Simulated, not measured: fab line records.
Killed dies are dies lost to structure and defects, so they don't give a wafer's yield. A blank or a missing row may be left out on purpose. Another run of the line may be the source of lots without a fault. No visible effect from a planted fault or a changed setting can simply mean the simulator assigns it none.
Which of the tools did it? ; flow sky130 ; 12 lots with 36 wafers sampled at 3 steps, on a route of 708 steps

## WHAT EACH GAUGE READ, for each wafer
SKY_SPACER_THK_MEAS_01. Usual: SPACER_CVD_00_THK typically reads 43.2 nm, with standard deviation 0.39.
lot;measured;on;SPACER_CVD_00_THK (nm);flag
L611;day 24 09:12;film_metro-01;42.7 43.5 42.9;
L610;day 24 10:24;film_metro-01;43.7 43.8 43.8;
L613;day 25 08:26;film_metro-04;43.5 43.2 43.5;
L614;day 25 14:50;film_metro-03;43.2 43.2 43.0;
L616;day 26 09:05;film_metro-03;42.7 43.2 42.8;
L618;day 27 11:00;film_metro-03;42.9 43.3 43.0;
L620;day 28 08:55;film_metro-04;42.5 42.8 42.9;
L621;day 28 14:21;film_metro-03;42.9 42.6 42.7;
L627;day 30 10:17;film_metro-03;43.0 43.1 43.3;
L628;day 30 22:42;film_metro-01;43.3 43.3 43.5;
L630;day 31 08:49;film_metro-04;42.4 42.3 42.3;
L631;day 31 10:35;film_metro-04;44.1 43.7 44.0;

SKY_METAL2_THK_MEAS_06: measures by xrf. Usual: METAL2_ALCU_THK typically reads 241.8 nm, with standard deviation 2.8.
lot;measured;on;METAL2_ALCU_THK (nm);flag
L611;day 36 00:40;film_metro-02;241.7 245.7 244.8;
L610;day 36 01:35;film_metro-02;239.0 244.6 239.8;
L613;day 36 18:17;film_metro-03;243.8 242.7 241.2;
L614;day 37 01:10;film_metro-02;245.0 246.6 245.6;
L616;day 37 17:41;film_metro-02;245.2 243.1 237.9;
L618;day 38 15:14;film_metro-04;247.7 249.0 244.9;
L620;day 39 09:14;film_metro-02;244.6 243.5 241.3;
L621;day 39 13:48;film_metro-03;240.1 242.2 242.5;
L627;day 41 00:17;film_metro-04;238.5 239.1 237.7;
L628;day 41 13:08;film_metro-04;240.2 241.9 240.1;
L630;day 41 19:49;film_metro-02;244.7 243.5 243.5;
L631;day 41 21:50;film_metro-02;244.2 241.7 243.2;

## EACH LOT AND THE TOOL THAT RAN IT (in order: tool; ch and the chambers of the sampled wafers; start)
lot;SKY_LDD_HVP_STRIP_09
L611;plasma_asher-03 ch 0,1, day 22 23:52
L610;plasma_asher-04 ch 0,1, day 23 01:02
L613;plasma_asher-04 ch 0,1, day 23 23:15
L614;plasma_asher-03 ch 0,1, day 24 05:34
L616;plasma_asher-03 ch 0,1, day 25 00:20
L618;plasma_asher-01 ch 0,1, day 26 01:35
L620;plasma_asher-01 ch 0,1, day 26 22:20
L621;plasma_asher-03 ch 0,1, day 27 05:17
L627;plasma_asher-01 ch 0,1, day 29 01:42
L628;plasma_asher-03 ch 0,1, day 29 14:20
L630;plasma_asher-03 ch 0,1, day 30 00:11
L631;plasma_asher-01 ch 0,1, day 30 01:20
- SKY_LDD_HVP_STRIP_09: strips in O2/N2.

## WHAT THE TOOLS THEMSELVES READ (means of the sampled wafers that have a number; where no wafer has one, the mark that the record gives instead)
SKY_LDD_HVP_STRIP_09. Usual: drypump_motor_current_A 5.9 A, standard deviation 0.39; oes_product_au 0.408 a.u., standard deviation 0.0045; strip_time_to_endpoint_s 4.130 s, standard deviation 0.015.
lot;tool;drypump_motor_current_A (A);oes_product_au (a.u.);strip_time_to_endpoint_s (s);flag
L611;plasma_asher-03;5.8;0.409;4.125;
L610;plasma_asher-04;6.3;0.412;4.107;
L613;plasma_asher-04;6.3;0.407;4.143;
L614;plasma_asher-03;6.1;0.406;4.146;
L616;plasma_asher-03;6.0;0.407;4.139;
L618;plasma_asher-01;5.9;0.411;4.124;
L620;plasma_asher-01;5.7;0.408;4.118;
L621;plasma_asher-03;5.8;0.409;4.115;
L627;plasma_asher-01;5.9;0.411;4.123;
L628;plasma_asher-03;6.0;0.406;4.125;
L630;plasma_asher-03;5.8;0.401;4.137;
L631;plasma_asher-01;5.7;0.411;4.131;

## THE ANSWER, worked out from the rows above alone
Rule: a lot is off if the mean of its wafers that have a number lies more than 3 standard deviations from the usual mean. Also off: a lot with no number at a reading for which 4 or more lots have one. Where the step has rows for the other lots, those lots are counted as sound. Order of review: gauges by route order, followed by the tools' own readings, for which a lot's mean as printed above is used. The first step at which some lot is off is used, and at that step the reading that is off furthest; a lot without a number counts as furthest.
None of the lots is off at any reading shown; this tells nothing.

## WHAT WAS PUT IN BY THE SIMULATOR
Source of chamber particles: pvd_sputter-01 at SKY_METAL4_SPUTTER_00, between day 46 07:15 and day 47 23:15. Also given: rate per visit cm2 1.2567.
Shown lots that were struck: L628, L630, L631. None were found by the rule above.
